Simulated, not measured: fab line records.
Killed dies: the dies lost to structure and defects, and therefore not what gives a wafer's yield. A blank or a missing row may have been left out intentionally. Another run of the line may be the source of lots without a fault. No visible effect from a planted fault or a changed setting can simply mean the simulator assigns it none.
One fault through the eyes of 2 desks    flow gf180mcu    each desk holds nothing but its own numbers, with what lay behind them at the end

FROM THE METROLOGY DESK
What the gauges read, lot by lot, whatever tool the lot ran on: means of the sampled wafers that have a number. Any lot whose mean is over 4 standard deviations away from the usual mean is out of limits and marked OUT; that distance is given in the brackets.
Columns: A = MIM_CVD_05_THK at GF_MIM_THK_MEAS_06, usual 42.1 nm
lot   first seen here  A
L391  day 24 12:49     42.4
L392  day 24 21:31     41.9
L393  day 25 16:10     41.9
L394  day 25 18:32     42.2
L397  day 26 19:01     41.8
L398  day 27 01:07     41.3
L400  day 27 18:32     42.0
L405  day 29 04:25     45.9 (+6.2) OUT
L407  day 29 12:39     43.6
L406  day 29 13:22     44.2
L409  day 30 12:40     42.2
L411  day 31 01:34     42.8
L414  day 31 21:52     41.0
Finding of this desk: L405 out of limits, first seen on L405 at day 29 04:25 (MIM_CVD_05_THK at GF_MIM_THK_MEAS_06). L391, L392, L393, L394, L397, L398, L400, L407, L406, L409, L411, L414: within limits.

THE TOOL OWNER'S DESK: pecvd-03
The tool's own readings at GF_MIM_CVD_05 (deposits Si3N4, target thk 42 nm, time 29.086 s): means of the sampled wafers that have a number, for each lot that ran on this tool. Any lot whose mean is over 4 standard deviations away from the usual mean is out of limits and marked OUT; that distance is given in the brackets.
Columns: A = heaterPowerW at GF_MIM_CVD_05, usual 566 W
lot   first seen here  A
L391  day 24 12:46     589
L398  day 27 01:05     611
L405  day 29 04:22     516
L407  day 29 12:37     595
L406  day 29 13:19     618
This desk's finding: nothing out of limits on any of the 5 lots.

TAKEN TOGETHER
On L405, the metrology desk was in a position to raise an alarm at day 29 04:25.
The desk of the tool owner found nothing out of limits.
On record at the tool owner's desk: L405, within its limits.
The lots listed all ran GF_MIM_CVD_05 on pecvd-03.

WHAT THE SIMULATOR PUT IN
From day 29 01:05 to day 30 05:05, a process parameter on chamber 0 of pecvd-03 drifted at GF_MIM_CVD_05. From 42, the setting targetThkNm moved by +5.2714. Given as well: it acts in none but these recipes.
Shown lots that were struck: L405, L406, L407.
Delay in hours, fault start to first out-of-limits reading, per desk: metrology desk 3.
